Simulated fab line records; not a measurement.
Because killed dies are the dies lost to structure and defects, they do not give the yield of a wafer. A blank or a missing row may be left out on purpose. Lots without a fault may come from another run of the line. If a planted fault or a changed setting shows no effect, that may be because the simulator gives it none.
Struck lot and sound lot, side by side + flow gf180mcu + 17 steps out of a route of 602
Sound: these wafers, L515.4, L515.5, L515.6. Wafers L523.4, L523.5, L523.6 were the ones struck. The cause is given at the end.
Each step with rows lists, per side, the tool, then ch with its chambers, then its first start. Under that, the readings that differ: sound wafers + struck wafers + difference of the means + sigmas: that difference in standard deviations of wafers without a fault.
alike: same words and numbers on both sides, and readings whose means sit less than 2 such deviations apart. not compared: any withheld reading, any reading some wafer has no value for, any bound like >300 that may hide the same value, and any number with overlapping values for which the record gives no deviation.
The two part at a step that has a row with sigmas, a row that says differs or no value, or rows on one side only. Numbers that don't overlap but have no deviation are shown without sigmas and don't part them. Lack of a reading on every wafer of one side parts them only where that side has two or more wafers.

first, 3 steps without rows for these wafers: GF_V3_EXPOSE_11 (exposes mask Via3, target cd 260 nm); GF_V3_PEB_12 (peb time 90 s); GF_V3_DEVELOP_13 (develop time 60 s).
GF_V3_CD_MEAS_14: the cd target is 260 nm.
  sound on cd-sem-01, day 24 13:56; struck on cd-sem-02, day 27 05:13
  alike: cd-nm
GF_V3_OVL_MEAS_15:
  sound on overlay-01, day 24 14:01; struck on overlay-02, day 27 05:17
  alike: V3_OVL
GF_V3_ETCH_16: etches BARC in N2/H2.
  sound on rie-diel-04 ch 0,3, day 24 14:02; struck on rie-diel-03 ch 0,1,3, day 27 05:20
  alike: drypump-motor-current-A, oes-product-au, throttle-valve-pct
GF_V3_ETCH_17: etches SiO2 in C4F8/O2/Ar, stops on TiN, target depth 635 nm.
  sound: rie-diel-04 ch 0,3; struck: rie-diel-03 ch 0,1,3
  alike: oes-product-au
GF_V3_STRIP_18: strips in O2/N2.
  sound on plasma-asher-03 ch 0,1, day 24 14:12; struck on plasma-asher-03 ch 0,1, day 27 05:28
  alike: drypump-motor-current-A, heater-power-w, oes-product-au
  not compared: rf-hours-counter-h
then, 2 steps without rows for these wafers: GF_V3_STRIP_19 (strips in post etch residue remover, time 1200 s); GF_V3_CLEAN_20 (cleans in DIW).
GF_V3_SPUTTER_21: material Ti, target thk 15 nm, time 80.02 s.
  sound on pvd-sputter-01, day 24 14:43; struck on pvd-sputter-04, day 27 05:58
  alike: throttle-valve-pct
GF_V3_SPUTTER_22: material TiN, target thk 10 nm, time 40 s.
  sound on pvd-sputter-01, day 24 14:46; struck on pvd-sputter-04, day 27 06:02
  alike: throttle-valve-pct
GF_V3_CVD_23: deposits W, target thk 350 nm, time 104.9 s.
  sound on cvd-w-02 ch 0,1, day 24 14:51; struck on cvd-w-02 ch 0,1, day 27 06:07
  no value came back on the struck wafers for chamber-pressure-Torr (Torr), heater-power-outer-w (W), heater-power-w (W); on the sound wafers chamber-pressure-Torr (Torr) reads 39.94 39.98 39.83
  not compared: since-wet-clean-h
GF_V3_RS_MEAS_24: measures by four-point-probe.
  sound on film-metro-02, day 24 14:59; struck on film-metro-02, day 27 06:15
| reading          | sound             | struck               | difference | sigmas      |
|------------------|-------------------|----------------------|------------|-------------|
| V3_W_RS (ohm/sq) | 0.331 0.321 0.331 | 44.192 43.956 43.809 | +43.658    | +99 or more |
GF_V3_THK_MEAS_25: measures by xrf.
  sound on film-metro-02, day 24 15:04; struck on film-metro-02, day 27 06:20
| reading       | sound       | struck   | difference | sigmas |
|---------------|-------------|----------|------------|--------|
| V3_W_THK (nm) | 338 349 339 | <0 <0 <0 | differs    |        |
GF_V3_CMP_26: polishes, stops on SiO2, t overpolish 15 s, target thk 0 nm.
  sound on cmp-02 ch 0,2,3, day 24 15:12; struck on cmp-02 ch 0,1,2, day 27 06:28
| reading                | sound    | struck | difference | sigmas |
|------------------------|----------|--------|------------|--------|
| time-to-endpoint-s (s) | 80 93 87 | 8 2 7  | -81        | -13    |
  alike: motor-current-A
-- the record jumps here: 6 days lie between the struck wafers' starts before and after (it left off in module V3 and takes up again in module PASSIVATION, whose first step shown is number 602 of the route) --
GF_PASSIVATION_PROBE_99:
  the record has rows for the struck wafers here (prober-01, day 33 01:47) and none for the sound ones

## WHERE THEY PART
First at GF_V3_CVD_23; last, within this record, at GF_PASSIVATION_PROBE_99.

WHY: whatever the simulator had introduced
Skipped step whole: cvd-w-02, from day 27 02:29 on, at GF_V3_CVD_23. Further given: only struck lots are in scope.
